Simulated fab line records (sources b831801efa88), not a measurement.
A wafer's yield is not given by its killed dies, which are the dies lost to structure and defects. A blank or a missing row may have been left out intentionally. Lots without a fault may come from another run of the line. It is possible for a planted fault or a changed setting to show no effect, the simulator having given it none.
Which tool is to blame? | flow sky130 | 36 wafers from 13 lots sampled at 2 of the route's 708 steps

## WHAT THE GAUGES SHOWED, per wafer
SKY_LI_CONTACT_CD_MEAS_12: the cd target is 170 nm. Usual: 169.9 nm for cd-nm, sd 1.4.
lot  | measured     | on        | cd-nm (nm)        | flag
L266 | day 29 14:56 | cd-sem-02 | 168.3 169.0 167.7 |
L268 | day 30 12:20 | cd-sem-01 | 168.3 169.6 169.3 |
L272 | day 31 12:29 | cd-sem-01 | 171.1 172.7 171.3 |
L273 | day 32 03:09 | cd-sem-01 | 172.3 173.1 171.8 |
L274 | day 32 03:31 | cd-sem-02 | 172.1 169.4 170.1 |
L275 | day 32 23:31 | cd-sem-01 | 169.2 169.4 168.6 |
L277 | day 33 06:35 | cd-sem-01 | 171.3 171.4 172.2 |
L278 | day 33 16:28 | cd-sem-02 | 168.9 168.1 170.1 |
L282 | day 34 15:34 | cd-sem-02 | 172.5 170.4       |
L283 | day 34 22:28 | cd-sem-02 | 171.4 170.3 169.4 |
L284 | day 35 01:02 | cd-sem-02 | 171.4 171.0       |
L285 | day 35 07:05 | cd-sem-02 | 167.4 168.7       |
L288 | day 36 04:47 | cd-sem-01 | 169.0 170.3 170.1 |

## EACH LOT AND THE TOOL THAT RAN IT (in order: tool; ch and the chambers of the sampled wafers; start)
lot  | SKY_RES_XHIGH_STRIP_08
L266 | plasma-asher-04 ch 0,1, day 27 05:07
L268 | plasma-asher-01 ch 0,1, day 28 02:43
L272 | plasma-asher-01 ch 0, day 29 03:07
L273 | plasma-asher-01 ch 0,1, day 29 18:52
L274 | plasma-asher-04 ch 0,1, day 29 19:11
L275 | plasma-asher-03 ch 0,1, day 30 15:00
L277 | plasma-asher-01 ch 1, day 30 22:53
L278 | plasma-asher-01 ch 0,1, day 31 09:37
L282 | plasma-asher-03 ch 0,1, day 32 10:20
L283 | plasma-asher-03 ch 0,1, day 32 16:55
L284 | plasma-asher-03 ch 0,1, day 32 19:41
L285 | plasma-asher-04 ch 0,1, day 33 01:11
L288 | plasma-asher-04 ch 0, day 33 23:43
- SKY_RES_XHIGH_STRIP_08: strips in O2/N2.

## WHAT THE TOOLS THEMSELVES READ (means of the sampled wafers that have a number; where no wafer has one, the mark that the record gives instead)
SKY_RES_XHIGH_STRIP_08. Usual: drypump-motor-current-A 5.9 A, standard deviation 0.48; oes-product-au 0.711 a.u., standard deviation 0.0043; strip-time-to-endpoint-s 14.27 s, standard deviation 0.045.
lot  | tool            | drypump-motor-current-A (A) | oes-product-au (a.u.) | strip-time-to-endpoint-s (s) | flag
L266 | plasma-asher-04 | 5.5                         | 0.708                 | 14.17                        |
L268 | plasma-asher-01 | 5.9                         | 0.707                 | 14.31                        |
L272 | plasma-asher-01 | 5.6                         | 0.710                 | 14.27                        |
L273 | plasma-asher-01 | 5.7                         | 0.712                 | 14.22                        |
L274 | plasma-asher-04 | 5.5                         | 0.710                 | 14.27                        |
L275 | plasma-asher-03 | 6.2                         | 0.709                 | 14.31                        |
L277 | plasma-asher-01 | 6.0                         | 0.711                 | 14.22                        |
L278 | plasma-asher-01 | 5.8                         | 0.715                 | 14.22                        |
L282 | plasma-asher-03 | 6.0                         | 0.712                 | 14.27                        |
L283 | plasma-asher-03 | 6.2                         | 0.714                 | 14.23                        |
L284 | plasma-asher-03 | 6.0                         | 0.710                 | 14.33                        |
L285 | plasma-asher-04 | 5.5                         | 0.715                 | 14.29                        |
L288 | plasma-asher-04 | 5.4                         | 0.712                 | 14.29                        |

## THE ANSWER, worked out from the rows above alone
Rule: a lot is off if the mean of its wafers that have a number lies more than 3 standard deviations from the usual mean. A lot without any number at a reading at which 4 lots or more have one is off too. The other lots that the step has rows for count as sound. After the gauges, taken in route order, come the tools' own readings; for these a lot's mean is taken, as printed above. The first step at which some lot is off is used, and at that step the reading that is off furthest; a lot without a number counts as furthest.
Nothing can be told from this: no lot is off at any reading shown.

## WHAT THE SIMULATOR PUT IN
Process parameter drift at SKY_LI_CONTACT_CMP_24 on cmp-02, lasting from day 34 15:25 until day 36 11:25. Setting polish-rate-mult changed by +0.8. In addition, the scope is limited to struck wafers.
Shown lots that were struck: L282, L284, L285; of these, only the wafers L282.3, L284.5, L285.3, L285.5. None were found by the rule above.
